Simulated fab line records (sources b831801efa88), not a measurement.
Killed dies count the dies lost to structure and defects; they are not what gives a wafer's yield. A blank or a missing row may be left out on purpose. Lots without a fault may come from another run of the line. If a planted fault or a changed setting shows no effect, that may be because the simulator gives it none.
8D (eight disciplines) problem report, filled in by code ; flow sky130 ; the parts of the form that need people (team, actions taken, sign-off) are left out

## 1. THE ISSUE
SONOS_ONO_CVD_02_THK at SKY_SONOS_ONO_THK_MEAS_03 reads a mean of 12.25 nm on 9 wafers of 3 lots; wafers without a fault read 10.53 nm with a standard deviation of 0.14. Relative to the usual mean, that is a shift of +12 standard deviations.
Earliest sighting: wafer L981.1 on film metro-01 at day 18 04:28. At this step, 33 wafers from 11 lots have a number in the record. Rule for "out" (also "out of limits"): further than 4 standard deviations from the usual mean. The rest of the wafers with a number are treated as sound.

## 2. WHAT IT IS, WHAT IT ISN'T
question;is;is not
which readings at this step;SONOS_ONO_CVD_02_THK;-
which lots;L981, L982, L983;L963, L964, L965, L968, L969, L970, L971, L972
which wafers of those lots;all that have a number;-
read on which gauges;film metro-01, film metro-03;film metro-02
when;from day 18 04:28;up to then (24 sound wafers)

## 3. THE SUSPECTS, EACH WITH WHAT RULES IT OUT
Counting: a tool at a process step up to the reading stays a suspect if it ran every lot that is out and no sound lot after the first of them.
- the gauge at SKY_SONOS_ONO_THK_MEAS_03 is ruled out. Those wafers that are out were read across 2 gauges (film metro-01, film metro-03).
- lpcvd-02 at SKY_SONOS_ONO_CVD_02 (deposits Si3N4 from DCS/NH3, target thk 10.5 nm, time 180 s): kept. All lots that are out passed through it, beginning with L981 at day 18 03:25, and no sound lot followed; its final sound lot before that point was L971 at day 14 19:06. Its own spike tc centre C, zone power centre pct, zone power upper pct readings are out on those wafers.
Left after counting: lpcvd-02 at SKY_SONOS_ONO_CVD_02.

## 4. THE CAUSE (what the simulator had put in)
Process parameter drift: lpcvd-02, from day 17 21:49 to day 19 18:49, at SKY_SONOS_ONO_CVD_02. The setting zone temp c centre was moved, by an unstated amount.
Only this tool survived the counting.

## 5. SEQUENCE OF EFFECTS, ordered by route
Each row: a reading where the mean over the struck wafers with a number is more than 3 standard deviations away from the usual. Scope: only readings with a usual standard deviation given in the record; hours: median across lots of the time from each lot's start at the first step in this table that gives one to its start at this step; sigmas: change in usual standard deviations.
hours;step;reading;usual;on struck wafers;change;sigmas
0;SKY_SONOS_ONO_CVD_02;spike tc centre C;771.0 C;792.8;+21.8;+16
0;SKY_SONOS_ONO_CVD_02;spike tc upper C;769.7 C;766.2;-3.5;-3.1
0;SKY_SONOS_ONO_CVD_02;zone power centre pct;14.4 %;22.2;+7.8;+6.5
0;SKY_SONOS_ONO_CVD_02;zone power upper pct;12.51 %;9.73;-2.78;-10
1;SKY_SONOS_ONO_THK_MEAS_03;SONOS_ONO_CVD_02_THK;10.53 nm;12.25;+1.72;+12
Here are the process steps it includes:
- SKY_SONOS_ONO_CVD_02: deposits Si3N4 from DCS/NH3, target thk 10.5 nm, time 180 s.
Later steps that measure or inspect, where all struck wafers having a row at the step show a number for every such reading and not one has moved that far: SKY_METAL1_OVL_MEAS_16.

## 6. HOW IT WOULD HAVE BEEN CAUGHT EARLIER
The first out-of-limits reading at a measuring or inspecting step in this record came at day 18 04:28, 7 hours after the fault's start at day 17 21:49.
Tool's own readings at SKY_SONOS_ONO_CVD_02, spike tc centre C, zone power centre pct, zone power upper pct: out on all struck wafers the step has rows for; an alarm limit on them would have tripped on the first.
Lots out: 3; of these, L982, L983 started SKY_SONOS_ONO_CVD_02 on lpcvd-02 after day 18 04:28. A hold on the tool at that time would have spared those 2.
